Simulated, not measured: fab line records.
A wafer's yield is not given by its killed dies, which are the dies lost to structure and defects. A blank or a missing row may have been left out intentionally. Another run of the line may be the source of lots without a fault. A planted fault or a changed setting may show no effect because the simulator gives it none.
A struck lot beside a sound one || flow sky130 || 35 out of 708 route steps
Sound: these wafers, L923.2, L923.5, L923.6. Wafers struck: L909.2, L909.3, L909.6. At the end, the cause is stated.
At each step with rows: each side's tool, then ch and its chambers, then its first start. Under that, the readings that differ: sound wafers || struck wafers || difference of the means || sigmas: that difference in standard deviations of wafers without a fault.
alike: readings whose means differ by less than 2 such deviations, and words and numbers that are the same on both sides. not compared: withheld readings, readings that some wafer has no value for, bounds like >300 that may hide the same value, and numbers for which the record gives no deviation and whose values overlap.
A row with sigmas, a row that says differs or no value, or rows on one side alone: a step with any of these is where the two part. Numbers that don't overlap but have no deviation are shown without sigmas and don't part them. A reading missing from all wafers of one side parts the sides only when that side holds two or more wafers.

first, 10 steps without rows for these wafers: SKY_POLY_CUT_ETCH_10 (etches BARC in N2/H2, stops on SiO2, time 45.9 s, target depth 60 nm); SKY_POLY_CUT_ETCH_11 (etches Si3N4 in CF4/CH2F2/Ar, stops on poly-Si, time 42.5 s, target depth 60 nm); SKY_POLY_CUT_STRIP_12 (strips in O2/N2); SKY_SD_P_DEHYDRATE_00 (time 60 s); SKY_SD_P_HMDS_01 (prime time 60 s); SKY_SD_P_COAT_02 (resist thk 1140 nm); SKY_SD_P_SOFTBAKE_03 (time 60 s); SKY_SD_P_EXPOSE_04 (exposes mask PSDM, target cd 380 nm); SKY_SD_P_PEB_05; SKY_SD_P_DEVELOP_06 (develop time 60 s).
SKY_SD_P_IMPLANT_09:
  sound on implanter-04 ch 0, day 32 22:04; struck on implanter-02 ch 0, day 29 07:11
{"reading": "beam energy keV", "sound": "19.993 19.983 19.987", "struck": "19.119 19.124 19.120", "difference": -0.867, "sigmas": "-99 or more"}
{"reading": "model.implant.rp nm (nm)", "sound": "17.12 17.12 17.12", "struck": "17.23 17.23 17.23", "difference": "+0.11", "sigmas": ""}
{"reading": "model.implant.drp nm (nm)", "sound": "9.746 9.746 9.746", "struck": "9.443 9.443 9.443", "difference": -0.303, "sigmas": ""}
SKY_SD_P_STRIP_10: strips in O2/N2.
  sound on plasma asher-01 ch 0,1, day 32 22:11; struck on plasma asher-02 ch 0,1, day 29 07:18
{"reading": "strip time to endpoint s (s)", "sound": "17.56 17.53 17.56", "struck": "17.35 17.31 17.31", "difference": -0.23, "sigmas": -6}
  alike: drypump motor current A, o2 flow sccm, oes product au
  not compared: rf hours counter h
then, 21 steps without rows for these wafers: SKY_RES_XHIGH_DEHYDRATE_00 (time 60 s); SKY_RES_XHIGH_HMDS_01 (prime time 60 s); SKY_RES_XHIGH_COAT_02 (resist thk 1140 nm); SKY_RES_XHIGH_SOFTBAKE_03 (time 60 s); SKY_RES_XHIGH_EXPOSE_04 (exposes mask URPM, target cd 1270 nm); SKY_RES_XHIGH_PEB_05; SKY_RES_XHIGH_DEVELOP_06 (develop time 60 s); SKY_RES_XHIGH_IMPLANT_07; SKY_RES_XHIGH_STRIP_08 (strips in O2/N2); SKY_SD_N_DEHYDRATE_00 (time 60 s); SKY_SD_N_HMDS_01 (prime time 60 s); SKY_SD_N_COAT_02 (resist thk 1140 nm); SKY_SD_N_SOFTBAKE_03 (time 60 s); SKY_SD_N_EXPOSE_04 (exposes mask NSDM, target cd 380 nm); SKY_SD_N_PEB_05; SKY_SD_N_DEVELOP_06 (develop time 60 s); SKY_SD_N_IMPLANT_09; SKY_SD_N_IMPLANT_10; SKY_SD_N_STRIP_11 (strips in O2/N2); SKY_SD_N_CLEAN_13 (cleans in SC1/SC2, time 150 s); SKY_SD_N_RTA_14 (time 2 s).
-- the record jumps here: 2 days lie between the struck wafers' starts before and after --
SKY_SD_N_RS_MEAS_17: uses a four-point probe to measure.
  sound on film metro-03 at day 35 04:02; struck on film metro-04 at day 31 15:32
{"reading": "SD_P_RS (ohm/sq)", "sound": "146.6 146.5 146.7", "struck": "150.5 150.4 150.4", "difference": "+3.8", "sigmas": "+11"}
-- a jump in the record: the struck wafers' starts before and after are 16 days apart (it breaks off in module SD_N and resumes in module PAD_OPEN, where the first step shown is number 708 of the route) --
SKY_PAD_OPEN_PROBE_99:
  sound on prober-01 at day 50 18:34; struck on prober-02 at day 48 01:55
{"reading": "killed_at_M4_up", "sound": "7 4 7", "struck": "2 0 2", "difference": -5, "sigmas": -2}
{"reading": "killed at front end", "sound": "15 13 8", "struck": "22 14 26", "difference": "+9", "sigmas": "+2"}
  alike: killed_at_M0_to_M3, killed at contacts, killed at other, killed dies, killed open, killed short
  not compared: model.etest.res pdiff hv.rs ohm sq, model.etest.res pdiff.rs ohm sq

WHERE THEY PART
First at SKY_SD_P_IMPLANT_09; last, within this record, at SKY_PAD_OPEN_PROBE_99.

WHY: what the simulator had put in
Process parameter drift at SKY_SD_P_IMPLANT_09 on implanter-02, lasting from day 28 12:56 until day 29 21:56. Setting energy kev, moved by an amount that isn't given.
